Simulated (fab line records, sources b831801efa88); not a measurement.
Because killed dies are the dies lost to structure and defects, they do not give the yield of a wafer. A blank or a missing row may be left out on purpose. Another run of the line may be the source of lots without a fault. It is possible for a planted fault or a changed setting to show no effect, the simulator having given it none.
Which tool was responsible? / flow gf180mcu / 14 lots, 42 wafers sampled, at 4 steps of a route of 602

WHAT EACH GAUGE READ, for each wafer
GF_MVPSD_TW_MEAS_11.
lot=L151; measured=day 4 18:37; on=film metro-03; MVPSD_TW=565 561 565
lot=L152; measured=day 5 12:25; on=film metro-03; MVPSD_TW=565 561 562
lot=L153; measured=day 6 00:55; on=film metro-01; MVPSD_TW=546 548 549
lot=L154; measured=day 6 01:01; on=film metro-04; MVPSD_TW=556 554 554
lot=L155; measured=day 6 09:55; on=film metro-03; MVPSD_TW=564 565 563
lot=L157; measured=day 6 19:55; on=film metro-01; MVPSD_TW=548 551 548
lot=L158; measured=day 6 20:17; on=film metro-01; MVPSD_TW=546 545 546
lot=L163; measured=day 8 03:15; on=film metro-03; MVPSD_TW=558 559 564
lot=L167; measured=day 9 00:07; on=film metro-03; MVPSD_TW=564 563 565
lot=L168; measured=day 9 07:55; on=film metro-04; MVPSD_TW=553 552 552
lot=L170; measured=day 9 19:28; on=film metro-01; MVPSD_TW=541 544 542
lot=L172; measured=day 10 09:13; on=film metro-01; MVPSD_TW=544 548 545
lot=L173; measured=day 10 12:41; on=film metro-04; MVPSD_TW=556 557 556
lot=L174; measured=day 10 20:31; on=film metro-04; MVPSD_TW=558 557 555

GF_POLY_GATE_THK_MEAS_01.
lot=L151; measured=day 8 01:53; on=film metro-01; POLY_GATE_CVD_00_THK (nm)=200.7 199.8 201.0
lot=L152; measured=day 9 03:04; on=film metro-01; POLY_GATE_CVD_00_THK (nm)=200.6 200.3 200.8
lot=L153; measured=day 9 14:16; on=film metro-02; POLY_GATE_CVD_00_THK (nm)=196.3 195.7 196.2
lot=L154; measured=day 9 15:35; on=film metro-02; POLY_GATE_CVD_00_THK (nm)=196.4 197.9 199.1
lot=L155; measured=day 10 02:56; on=film metro-01; POLY_GATE_CVD_00_THK (nm)=198.2 198.0 196.8
lot=L157; measured=day 10 16:51; on=film metro-04; POLY_GATE_CVD_00_THK (nm)=199.7 199.0 200.5
lot=L158; measured=day 10 16:49; on=film metro-02; POLY_GATE_CVD_00_THK (nm)=201.0 199.0 202.8
lot=L163; measured=day 12 05:16; on=film metro-01; POLY_GATE_CVD_00_THK (nm)=198.9 200.2 197.8
lot=L167; measured=day 13 05:59; on=film metro-04; POLY_GATE_CVD_00_THK (nm)=204.7 203.8 204.2
lot=L168; measured=day 13 11:09; on=film metro-04; POLY_GATE_CVD_00_THK (nm)=198.0 198.6 197.9
lot=L170; measured=day 14 00:01; on=film metro-02; POLY_GATE_CVD_00_THK (nm)=200.1 200.3 201.4
lot=L172; measured=day 14 19:07; on=film metro-02; POLY_GATE_CVD_00_THK (nm)=197.9 198.8 198.3
lot=L173; measured=day 14 21:07; on=film metro-02; POLY_GATE_CVD_00_THK (nm)=201.1 199.4 201.0
lot=L174; measured=day 15 04:05; on=film metro-01; POLY_GATE_CVD_00_THK (nm)=197.9 198.7 197.5

GF_POLY_GATE_CD_MEAS_18.
lot=L151; measured=day 8 21:06; on=cd sem-01; cd nm (nm)=278.8 275.8 277.1
lot=L152; measured=day 9 22:01; on=cd sem-02; cd nm (nm)=278.2 280.0 275.1
lot=L153; measured=day 10 10:10; on=cd sem-01; cd nm (nm)=277.9 276.4 276.8
lot=L154; measured=day 10 12:49; on=cd sem-02; cd nm (nm)=278.3 278.9 279.3
lot=L155; measured=day 10 23:30; on=cd sem-01; cd nm (nm)=275.1 276.7 275.7
lot=L157; measured=day 11 13:13; on=cd sem-01; cd nm (nm)=276.5 280.0 281.2
lot=L158; measured=day 11 12:55; on=cd sem-01; cd nm (nm)=278.7 278.7 275.3
lot=L163; measured=day 13 03:14; on=cd sem-02; cd nm (nm)=281.6 277.6 281.4
lot=L167; measured=day 14 03:57; on=cd sem-01; cd nm (nm)=276.9 279.1 279.9
lot=L168; measured=day 14 09:47; on=cd sem-02; cd nm (nm)=281.9 278.1 278.3
lot=L170; measured=day 14 22:28; on=cd sem-02; cd nm (nm)=282.3 281.2 282.0
lot=L172; measured=day 15 18:14; on=cd sem-02; cd nm (nm)=280.3 279.2 281.7
lot=L173; measured=day 15 20:53; on=cd sem-02; cd nm (nm)=278.3 279.0 277.1
lot=L174; measured=day 16 03:31; on=cd sem-02; cd nm (nm)=280.9 282.0 279.8

TOOL THAT RAN EACH LOT (tool first, then ch and the chambers of the sampled wafers, then the start)
lot=L151; GF_DUAL_GATE_SOFTBAKE_07=litho track-04 ch 0, day 7 14:17
lot=L152; GF_DUAL_GATE_SOFTBAKE_07=litho track-01 ch 0, day 8 14:42
lot=L153; GF_DUAL_GATE_SOFTBAKE_07=litho track-03 ch 0, day 9 01:38
lot=L154; GF_DUAL_GATE_SOFTBAKE_07=litho track-04 ch 0, day 9 03:05
lot=L155; GF_DUAL_GATE_SOFTBAKE_07=litho track-01 ch 0, day 9 14:44
lot=L157; GF_DUAL_GATE_SOFTBAKE_07=litho track-01 ch 0, day 10 03:23
lot=L158; GF_DUAL_GATE_SOFTBAKE_07=litho track-01 ch 0, day 10 04:59
lot=L163; GF_DUAL_GATE_SOFTBAKE_07=litho track-01 ch 0, day 11 13:18
lot=L167; GF_DUAL_GATE_SOFTBAKE_07=litho track-01 ch 0, day 12 17:02
lot=L168; GF_DUAL_GATE_SOFTBAKE_07=litho track-01 ch 0, day 12 21:44
lot=L170; GF_DUAL_GATE_SOFTBAKE_07=litho track-03 ch 0, day 13 09:47
lot=L172; GF_DUAL_GATE_SOFTBAKE_07=litho track-04 ch 0, day 14 04:22
lot=L173; GF_DUAL_GATE_SOFTBAKE_07=litho track-03 ch 0, day 14 06:48
lot=L174; GF_DUAL_GATE_SOFTBAKE_07=litho track-03 ch 0, day 14 14:41
- GF_DUAL_GATE_SOFTBAKE_07: time 60 s.

WHAT THE TOOLS THEMSELVES READ (means of the sampled wafers that have a number; where no wafer has one, the mark that the record gives instead)
GF_DUAL_GATE_SOFTBAKE_07.
lot=L151; tool=litho track-04; run length s (s)=89.27
lot=L152; tool=litho track-01; run length s (s)=88.92
lot=L153; tool=litho track-03; run length s (s)=88.98
lot=L154; tool=litho track-04; run length s (s)=89.29
lot=L155; tool=litho track-01; run length s (s)=89.02
lot=L157; tool=litho track-01; run length s (s)=89.05
lot=L158; tool=litho track-01; run length s (s)=89.10
lot=L163; tool=litho track-01; run length s (s)=89.12
lot=L167; tool=litho track-01; run length s (s)=99.66
lot=L168; tool=litho track-01; run length s (s)=99.64
lot=L170; tool=litho track-03; run length s (s)=88.99
lot=L172; tool=litho track-04; run length s (s)=89.19
lot=L173; tool=litho track-03; run length s (s)=88.89
lot=L174; tool=litho track-03; run length s (s)=88.92

THE ANSWER, worked out from the rows above alone
Rule: what is usual is taken from the lots themselves. Put in order of their means at a reading, lots are off if they are a third of the lots or fewer, leave a main group of 4 or more, and stand apart from it by a gap of 3 or more times the standard deviation of the main group's means; of several such gaps the widest counts. A main group is skipped when, at the precision printed for the reading in the tables above, its means are all equal. Also off: a lot with no number at a reading for which 4 or more lots have one. All remaining lots with rows at the step are treated as sound. Order of review: gauges by route order, followed by the tools' own readings, for which a lot's mean as printed above is used. The first step at which some lot is off is used, and at that step the reading that is off furthest; a lot without a number counts as furthest.
Off: L167, L168, at GF_DUAL_GATE_SOFTBAKE_07 (run length s). For the main group the mean is 89.06 s and the standard deviation 0.13.
A tool fits if, at that step or a process step before it, it ran every lot that is off, and no sound lot after the first of them. One candidate fits, namely litho track-01 at GF_DUAL_GATE_SOFTBAKE_07. Its last sound lot is L163 (day 11 13:18), its first lot that is off L167 (day 12 17:02): a fault that began between those two fits.
The tool's own readings at GF_DUAL_GATE_SOFTBAKE_07 bear it out: on the lots that are off they differ by more than 5 times the standard deviation of the sound lots' means. run length s reads 99.65 s there against 89.06 s on the sound lots.

WHAT THE SIMULATOR PUT IN
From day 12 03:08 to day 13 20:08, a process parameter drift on litho track-01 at GF_DUAL_GATE_SOFTBAKE_07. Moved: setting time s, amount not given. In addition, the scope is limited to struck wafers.
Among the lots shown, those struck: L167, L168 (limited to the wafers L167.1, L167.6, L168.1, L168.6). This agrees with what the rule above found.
